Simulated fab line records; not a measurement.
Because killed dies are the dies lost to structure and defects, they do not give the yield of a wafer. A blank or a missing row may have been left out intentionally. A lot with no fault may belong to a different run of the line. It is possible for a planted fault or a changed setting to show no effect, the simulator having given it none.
fab line records	flow gf180mcu
[record] lots = 12	wafers = 36	last_day = 34
route steps=602 shown M2@377 V2@387 V5@555 PASSIVATION@587
lots that met no fault: taken from a fault-free run of the same line
start_h: start of the lot's first displayed wafer, in hours after the record's first day	wait_h: hours elapsed since this lot's preceding step	" as in the row above	L1.1+2: a single row standing in for several wafers	- either no value or no given start	* or withheld: withheld	< > ~ a bound
route shown NAME@n: names a module that has steps shown in the file, with the first one's number in the route	usual: mean/standard deviation taken from wafers without a fault	same: alike in all rows	chamber/n: place in a boat	sites: per-site readings	_std_site: standard deviation of those values	_edge_site: the outer-site mean with the inner-site mean subtracted	radius_mm: how far each site lies from the wafer's centre	mask NAME#n: copy n	behind: the most recent tool/chamber to have shaped the wafer	hold: cause of the lot's hold/its duration in hours/its outcome	device: names the non-switching transistor (n, p or np)	end of line: tests of these same wafers at the route's end	step lacking rows: just its recipe	killed: at the first sort, the dies lost to defects and structure; wafer yield is something else	map: shows each die of a wafer: x if killed, . if not, _ if none is there
set.NAME: the setting as run; set.NAME@STEP: as run at that earlier step	model.NAME: the simulator's own value behind a step, which no gauge read
the route's steps for a sample of lots (tables are steps, rows are wafers)
services: a tool's chamber out of use, with start hour (start_h, from the record's first day; less than 0 if before it), hours out, and reason
[[steps]]
[step GF_M2_OVL_MEAS_15]
[usual] M2_OVL = -2/4
lot.wafer	tool	chamber	start_h	wait_h	M2_OVL[nm]
L187.3	overlay-01	-	444.29	0.1	1
L187.4	"	-	"	"	1
L187.6	"	-	"	"	2
L188.2	overlay-02	-	453.60	0.1	-4
L188.3	"	-	"	"	-3
L188.6	"	-	"	"	-4
L190.2	overlay-02	-	484.98	0.1	-2
L190.3	"	-	"	"	7
L190.6	"	-	"	"	5
L191.1	overlay-01	-	488.68	0.1	-5
L191.4	"	-	"	"	3
L191.6	"	-	"	"	-10
L192.1	overlay-01	-	493.98	0.1	3
L192.3	"	-	"	"	1
L192.5	"	-	"	"	1
L193.1	overlay-01	-	507.48	0.1	-3
L193.2	"	-	"	"	-1
L193.3	"	-	"	"	-5
L201.2	overlay-01	-	570.14	0.1	0
L201.5	"	-	"	"	-2
L201.6	"	-	"	"	-5
L202.1	overlay-01	-	579.50	0.1	-5
L202.2	"	-	"	"	-3
L202.4	"	-	"	"	0
L203.3	overlay-02	-	583.19	0.1	-8
L203.4	"	-	"	"	-3
L203.6	"	-	"	"	-13
L206.2	overlay-01	-	604.79	0.1	1
L206.5	"	-	"	"	-2
L206.6	"	-	"	"	4
L208.1	overlay-02	-	617.78	0.1	-5
L208.3	"	-	"	"	-1
L208.5	"	-	"	"	-7
L209.1	overlay-02	-	629.45	0.1	4
L209.2	"	-	"	"	2
L209.5	"	-	"	"	1
[step GF_V2_BOW_MEAS_05]
[recipe] mode = bow
[usual] V2_BOW = 100/8.1
lot.wafer	tool	chamber	start_h	wait_h	V2_BOW[um]
L187.3	film_metro-03	-	445.72	0.2	87
L187.4	"	-	"	"	90
L187.6	"	-	"	"	92
L188.2	film_metro-03	-	455.00	0.3	98
L188.3	"	-	"	"	104
L188.6	"	-	"	"	105
L190.2	film_metro-03	-	486.25	0.1	93
L190.3	"	-	"	"	103
L190.6	"	-	"	"	96
L191.1	film_metro-02	-	490.04	0.1	89
L191.4	"	-	"	"	109
L191.6	"	-	"	"	96
L192.1	film_metro-03	-	495.35	0.2	112
L192.3	"	-	"	"	95
L192.5	"	-	"	"	105
L193.1	film_metro-01	-	508.74	0.1	108
L193.2	"	-	"	"	109
L193.3	"	-	"	"	122
L201.2	film_metro-03	-	571.75	0.2	108
L201.5	"	-	"	"	96
L201.6	"	-	"	"	110
L202.1	film_metro-01	-	580.74	0.1	104
L202.2	"	-	"	"	105
L202.4	"	-	"	"	108
L203.3	film_metro-01	-	584.46	0.1	95
L203.4	"	-	"	"	101
L203.6	"	-	"	"	99
L206.2	film_metro-02	-	606.08	0.2	106
L206.5	"	-	"	"	102
L206.6	"	-	"	"	86
L208.1	film_metro-02	-	619.02	0.2	104
L208.3	"	-	"	"	105
L208.5	"	-	"	"	92
L209.1	film_metro-02	-	630.69	0.1	102
L209.2	"	-	"	"	107
L209.5	"	-	"	"	99
[step GF_V5_OVL_MEAS_15]
[usual] V5_OVL = 0/5.7
lot.wafer	tool	chamber	start_h	wait_h	V5_OVL[nm]
L187.3	overlay-01	-	642.79	0.1	2
L187.4	"	-	"	"	9
L187.6	"	-	"	"	3
L188.2	overlay-01	-	644.70	0.1	-2
L188.3	"	-	"	"	6
L188.6	"	-	"	"	2
L190.2	overlay-02	-	668.48	0.1	-7
L190.3	"	-	"	"	9
L190.6	"	-	"	"	-4
L191.1	overlay-01	-	683.88	0.1	-8
L191.4	"	-	"	"	-1
L191.6	"	-	"	"	-4
L192.1	overlay-02	-	685.38	0.1	14
L192.3	"	-	"	"	7
L192.5	"	-	"	"	12
L193.1	overlay-01	-	687.91	0.1	5
L193.2	"	-	"	"	2
L193.3	"	-	"	"	1
L201.2	overlay-02	-	737.73	0.1	0
L201.5	"	-	"	"	-5
L201.6	"	-	"	"	9
L202.1	overlay-02	-	744.73	0.1	3
L202.2	"	-	"	"	-5
L202.4	"	-	"	"	-7
L203.3	overlay-02	-	749.29	0.1	-3
L203.4	"	-	"	"	11
L203.6	"	-	"	"	9
L206.2	overlay-02	-	766.04	0.1	2
L206.5	"	-	"	"	-3
L206.6	"	-	"	"	1
L208.1	overlay-01	-	775.58	0.1	-3
L208.3	"	-	"	"	-6
L208.5	"	-	"	"	-7
L209.1	overlay-02	-	784.93	0.1	3
L209.2	"	-	"	"	-1
L209.5	"	-	"	"	7
[step GF_PASSIVATION_CVD_00]
[recipe] material = SiO2	target_thk_nm = 1000	precursor = TEOS	temp_c = 400	time_s = 111.95	rf_w = 600
[usual] heater_power_w = 703/78	run_length_s = 140.1/0.48
lot.wafer	tool	chamber	start_h	wait_h	heater_power_w	run_length_s
L187.3	pecvd-04	2	665.24	0.0	679	140.3
L187.4	"	2	"	"	739	140.3
L187.6	"	0	"	"	645	140.0
L188.2	pecvd-04	0	666.44	0.0	612	139.6
L188.3	"	1	"	"	662	140.4
L188.6	"	2	"	"	823	140.7
L190.2	pecvd-04	0	690.38	0.0	635	140.0
L190.3	"	1	"	"	731	140.6
L190.6	"	1	"	"	581	140.8
L191.1	pecvd-04	1	705.30	0.0	719	140.2
L191.4	"	2	"	"	770	140.4
L191.6	"	0	"	"	658	139.7
L192.1	pecvd-04	2	706.29	0.0	784	140.1
L192.3	"	0	"	"	614	140.2
L192.5	"	0	"	"	656	140.3
L193.1	pecvd-04	2	709.23	0.0	792	140.7
L193.2	"	1	"	"	699	140.3
L193.3	"	0	"	"	571	140.0
L201.2	pecvd-04	1	757.15	0.0	633	140.1
L201.5	"	0	"	"	526	97.8
L201.6	"	1	"	"	680	140.6
L202.1	pecvd-01	1	763.70	0.0	842	139.8
L202.2	"	2	"	"	737	140.5
L202.4	"	2	"	"	773	140.7
L203.3	pecvd-04	1	768.30	0.0	648	99.0
L203.4	"	1	"	"	691	140.7
L203.6	"	0	"	"	682	140.2
L206.2	pecvd-02	1	783.97	0.0	768	139.3
L206.5	"	2	"	"	749	140.0
L206.6	"	1	"	"	621	140.0
L208.1	pecvd-01	2	793.26	0.0	707	140.3
L208.3	"	1	"	"	675	139.9
L208.5	"	1	"	"	746	139.9
L209.1	pecvd-01	0	802.46	0.0	713	139.0
L209.2	"	2	"	"	703	140.3
L209.5	"	1	"	"	841	140.0
[step GF_PASSIVATION_THK_MEAS_01]
[recipe] reads = SiO2_of_PASSIVATION_CVD_00
[usual] PASSIVATION_CVD_00_THK = 1004/13
lot.wafer	tool	chamber	start_h	wait_h	PASSIVATION_CVD_00_THK[nm]
L187.3	film_metro-02	-	665.34	0.1	1024
L187.4	"	-	"	"	1040
L187.6	"	-	"	"	1021
L188.2	film_metro-01	-	666.53	0.0	1003
L188.3	"	-	"	"	985
L188.6	"	-	"	"	1018
L190.2	film_metro-03	-	690.47	0.0	996
L190.3	"	-	"	"	998
L190.6	"	-	"	"	1009
L191.1	film_metro-03	-	705.38	0.0	1018
L191.4	"	-	"	"	1019
L191.6	"	-	"	"	1018
L192.1	film_metro-03	-	706.37	0.0	988
L192.3	"	-	"	"	979
L192.5	"	-	"	"	992
L193.1	film_metro-01	-	709.31	0.0	979
L193.2	"	-	"	"	995
L193.3	"	-	"	"	979
L201.2	film_metro-02	-	757.24	0.0	1001
L201.5	"	-	"	"	623
L201.6	"	-	"	"	1006
L202.1	film_metro-02	-	763.78	0.0	1008
L202.2	"	-	"	"	994
L202.4	"	-	"	"	1009
L203.3	film_metro-03	-	768.40	0.1	618
L203.4	"	-	"	"	1015
L203.6	"	-	"	"	1014
L206.2	film_metro-03	-	784.06	0.0	993
L206.5	"	-	"	"	991
L206.6	"	-	"	"	1020
L208.1	film_metro-03	-	793.34	0.0	971
L208.3	"	-	"	"	998
L208.5	"	-	"	"	1021
L209.1	film_metro-03	-	802.54	0.0	980
L209.2	"	-	"	"	974
L209.5	"	-	"	"	1014
[step GF_PASSIVATION_ETCH_11]
[recipe] chemistry = CF4/O2	target_depth_nm = 1800	stop_on = TiN	source_w = 800	bias_w = 150	pressure_mtorr = 150	cf4_flow_sccm = 80	O2_flow_sccm = 10	time_s = 400
[usual] drypump_motor_current_A = 5.7/0.51	oes_product_au = 0.963/0.0077	throttle_valve_pct = 5.961/0.0096
[same] time_s = 400
lot.wafer	tool	chamber	start_h	wait_h	drypump_motor_current_A	oes_product_au	rf_hours_counter_h	throttle_valve_pct
L187.3	rie_diel-04	0	684.71	-	6.6	0.965	2	5.944
L187.4	"	3	"	"	5.9	0.978	35	5.951
L187.6	"	0	"	"	6.7	0.965	-	5.953
L188.2	rie_diel-04	3	685.76	-	5.9	0.957	35	5.967
L188.3	"	2	"	"	5.3	0.944	14	5.977
L188.6	"	2	"	"	5.4	0.978	-	5.952
L190.2	rie_diel-04	1	709.68	-	5.5	0.959	23	5.972
L190.3	"	3	"	"	6.0	0.957	36	5.965
L190.6	"	0	"	"	6.6	0.968	-	5.957
L191.1	rie_diel-03	0	722.98	-	5.1	0.969	15	5.963
L191.4	"	3	"	"	5.0	0.973	24	5.966
L191.6	"	0	"	"	5.1	0.977	-	5.970
L192.1	rie_diel-03	1	724.88	-	6.1	0.962	27	5.959
L192.3	"	3	"	"	5.0	0.956	24	5.963
L192.5	"	1	"	"	6.1	0.952	-	5.975
L193.1	rie_diel-03	2	727.99	-	6.3	0.953	15	5.959
L193.2	"	1	"	"	6.0	0.956	27	5.953
L193.3	"	0	"	"	5.1	0.955	16	5.969
L201.2	rie_diel-03	0	773.62	-	5.0	0.954	18	5.969
L201.5	"	0	"	"	5.1	0.841	-	5.919
L201.6	"	2	"	"	6.3	0.968	-	5.967
L202.1	rie_diel-04	0	779.69	-	6.7	0.968	7	5.967
L202.2	"	3	"	"	6.0	0.949	40	5.963
L202.4	"	2	"	"	5.4	0.964	18	5.948
L203.3	rie_diel-04	2	783.97	-	5.4	0.826	18	5.911
L203.4	"	1	"	"	5.5	0.972	26	5.958
L203.6	"	3	"	"	6.0	0.962	-	5.956
L206.2	rie_diel-03	3	798.14	-	5.1	0.956	27	5.959
L206.5	"	0	"	"	5.0	0.958	-	5.969
L206.6	"	3	"	"	5.0	0.975	-	5.983
L208.1	rie_diel-03	3	807.94	-	5.1	0.949	27	5.943
L208.3	"	0	"	"	5.0	0.956	19	5.966
L208.5	"	0	"	"	5.0	0.966	-	5.959
L209.1	rie_diel-03	1	817.52	-	6.0	0.958	31	5.964
L209.2	"	0	"	"	5.0	0.949	20	5.960
L209.5	"	3	"	"	5.0	0.974	-	5.974
[[services]]
tool	chamber	start_h	hours	kind
rie_diel-04	3	668.92	12.3	repair
rie_diel-04	-	678.97	2.0	repair
pecvd-02	-	684.05	0.8	repair
pecvd-02	-	689.79	1.6	repair
pecvd-01	0	699.09	4.1	repair
pecvd-04	0	722.95	-	calibration
pecvd-01	2	729.84	3.6	repair
rie_diel-03	2	736.11	8.2	repair
rie_diel-04	0	742.06	6.1	repair
rie_diel-04	-	757.42	4.3	pm
rie_diel-03	3	768.59	6.9	repair
[[key]]
[first_sign] step = GF_PASSIVATION_CVD_00	reading = run_length_s	direction = down	sigmas = 87	usual = *	struck = *
[effect] step = GF_PASSIVATION_THK_MEAS_01	reading = PASSIVATION_CVD_00_THK	direction = down	sigmas = 30	usual = 1004	struck = 620
[effect] step = GF_PASSIVATION_ETCH_11	reading = oes_product_au	direction = down	sigmas = 17	usual = 0.963	struck = 0.834
met_at GF_PASSIVATION_CVD_00
struck_lots L201,L203
struck_wafers L201.5,L203.3
not_acting_at GF_M2_OVL_MEAS_15,GF_V2_BOW_MEAS_05,GF_V5_OVL_MEAS_15
onset_between 709.23 757.15
[fault] kind = process_parameter_drift	tool = pecvd-04	chamber = -	onset_h = 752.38	steps = GF_PASSIVATION_CVD_00	channel = time_s	offset = *	shape = step	end_h = 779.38	scope = struck_wafers_only	acts_in = *	stated = *
